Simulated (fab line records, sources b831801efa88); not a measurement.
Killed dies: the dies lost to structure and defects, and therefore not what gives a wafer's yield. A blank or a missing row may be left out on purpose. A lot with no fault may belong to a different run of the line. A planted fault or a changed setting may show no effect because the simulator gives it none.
Comparing a struck lot with a sound one    flow sky130    26 steps out of a route of 708
Sound: these wafers, L851.1, L851.4, L851.6. Struck: wafers L846.1, L846.2, L846.4. The cause is named last.
Per side, at each step with rows, come the tool, then ch with its chambers, and then its first start. Under that, the readings that differ: sound wafers    struck wafers    difference of the means    sigmas: that difference in standard deviations of wafers without a fault.
alike: a reading whose means differ by less than 2 such deviations, as well as words and numbers matching on both sides. not compared: withheld readings; readings where some wafer has no value; bounds like >300 that might hide an equal value; numbers whose values overlap and for which the record gives no deviation.
A row with sigmas, a row that says differs or no value, or rows on one side alone: a step with any of these is where the two part. Numbers that have no deviation but don't overlap get no sigmas and don't part them. A reading that every wafer of one side lacks parts them only if that side has two wafers or more.

SKY_VIA4_ETCH_12: etches SiO2 in C4F8/O2/Ar, stops on TiN, target depth 580 nm.
  sound on rie_diel-03 ch 1,2, day 47 15:33; struck on rie_diel-03 ch 0,2,3, day 45 06:30
  alike: oes_product_au
then, 6 steps without rows for these wafers: SKY_VIA4_STRIP_13 (strips in O2/N2); SKY_VIA4_STRIP_14 (strips in post etch residue remover, time 1200 s); SKY_VIA4_CLEAN_15 (cleans in IPA, time 180 s); SKY_VIA4_CLEAN_16 (cleans in O3/DIW); SKY_VIA4_SPUTTER_17 (material TiN, target thk 20 nm, time 80 s); SKY_VIA4_CVD_18 (deposits W, target thk 505 nm, time 152.14 s).
SKY_VIA4_RS_MEAS_19: measures by four-point-probe.
  sound on film_metro-03, day 47 16:28; struck on film_metro-02, day 45 07:23
  alike: VIA4_W_RS
SKY_VIA4_THK_MEAS_20: measures by xrf.
  sound on film_metro-03, day 47 16:35; struck on film_metro-02, day 45 07:30
  alike: VIA4_W_THK
SKY_VIA4_CMP_21: polishes, stops on SiO2, t overpolish 25 s, target thk 0 nm.
  sound on cmp-01 ch 1,2,3, day 47 16:44; struck on cmp-02 ch 1,2,3, day 45 07:34
  alike: motor_current_A, overpolish_run_s, platen_rpm, time_to_endpoint_s
SKY_METAL5_SPUTTER_00: material Ti, target thk 15 nm, time 10 s.
  sound on pvd_sputter-03, day 47 16:56; struck on pvd_sputter-04, day 45 07:52
  alike: throttle_valve_pct
SKY_METAL5_SPUTTER_01: material TiN, target thk 20 nm, time 16.7 s.
  sound on pvd_sputter-03, day 47 16:58; struck on pvd_sputter-04, day 45 07:53
  alike: throttle_valve_pct
SKY_METAL5_SPUTTER_02: material AlCu, target thk 1150 nm, time 61.2 s.
  sound on pvd_sputter-03, day 47 16:59; struck on pvd_sputter-04, day 45 07:55
reading                                      sound           struck          difference  sigmas
model.AlCu_of_METAL5_SPUTTER_02.thk_nm (nm)  1168 1157 1151  1586 1580 1585  +425        
  alike: throttle_valve_pct
then, 1 step without rows for these wafers: SKY_METAL5_SPUTTER_03 (material Ti, target thk 5 nm, time 3.3 s).
SKY_METAL5_SPUTTER_04: material TiN, target thk 70 nm, time 58.3 s.
  sound on pvd_sputter-03, day 47 17:03; struck on pvd_sputter-04, day 45 07:59
  alike: throttle_valve_pct
SKY_METAL5_RS_MEAS_05: measures by four-point-probe.
  sound on film_metro-02, day 47 17:06; struck on film_metro-04, day 45 08:19
reading                  sound                 struck                difference  sigmas
METAL5_ALCU_RS (ohm/sq)  0.0267 0.0269 0.0271  0.0196 0.0197 0.0197  -0.0072     -23
  not compared: hold
SKY_METAL5_THK_MEAS_06: measures by xrf.
  sound on film_metro-02, day 47 17:13; struck on film_metro-04, day 45 10:33
reading               sound           struck          difference  sigmas
METAL5_ALCU_THK (nm)  1190 1185 1177  1620 1625 1629  +441        +29
  not compared: hold
then, 7 steps without rows for these wafers: SKY_METAL5_HMDS_08 (prime time 60 s); SKY_METAL5_COAT_09 (resist thk 1800 nm); SKY_METAL5_SOFTBAKE_10 (time 60 s); SKY_METAL5_EXPOSE_11 (exposes mask MM5, target cd 1600 nm); SKY_METAL5_PEB_12; SKY_METAL5_DEVELOP_13 (develop time 60 s); SKY_METAL5_DESCUM_14 (chemistry O2, time 11 s).
SKY_METAL5_METAL_ETCH_15: etches the open film in Cl2/BCl3, stops on SiO2, target depth 1260 nm, time 252 s.
  sound on rie_metal-04 ch 0,1, day 48 11:21; struck on rie_metal-01 ch 0,1, day 46 04:35
reading                sound              struck             difference  sigmas
oes_product_au (a.u.)  0.897 0.894 0.895  1.000 1.020 0.995  +0.110      +19
  alike: drypump_motor_current_A, throttle_valve_pct
  not compared: rf_hours_counter_h
then, 1 step without rows for these wafers: SKY_METAL5_STRIP_16 (strips in O2/N2).

WHERE THEY PART
Earliest at SKY_METAL5_RS_MEAS_05; latest, in this record, at SKY_METAL5_METAL_ETCH_15.

WHY: what the simulator had put in
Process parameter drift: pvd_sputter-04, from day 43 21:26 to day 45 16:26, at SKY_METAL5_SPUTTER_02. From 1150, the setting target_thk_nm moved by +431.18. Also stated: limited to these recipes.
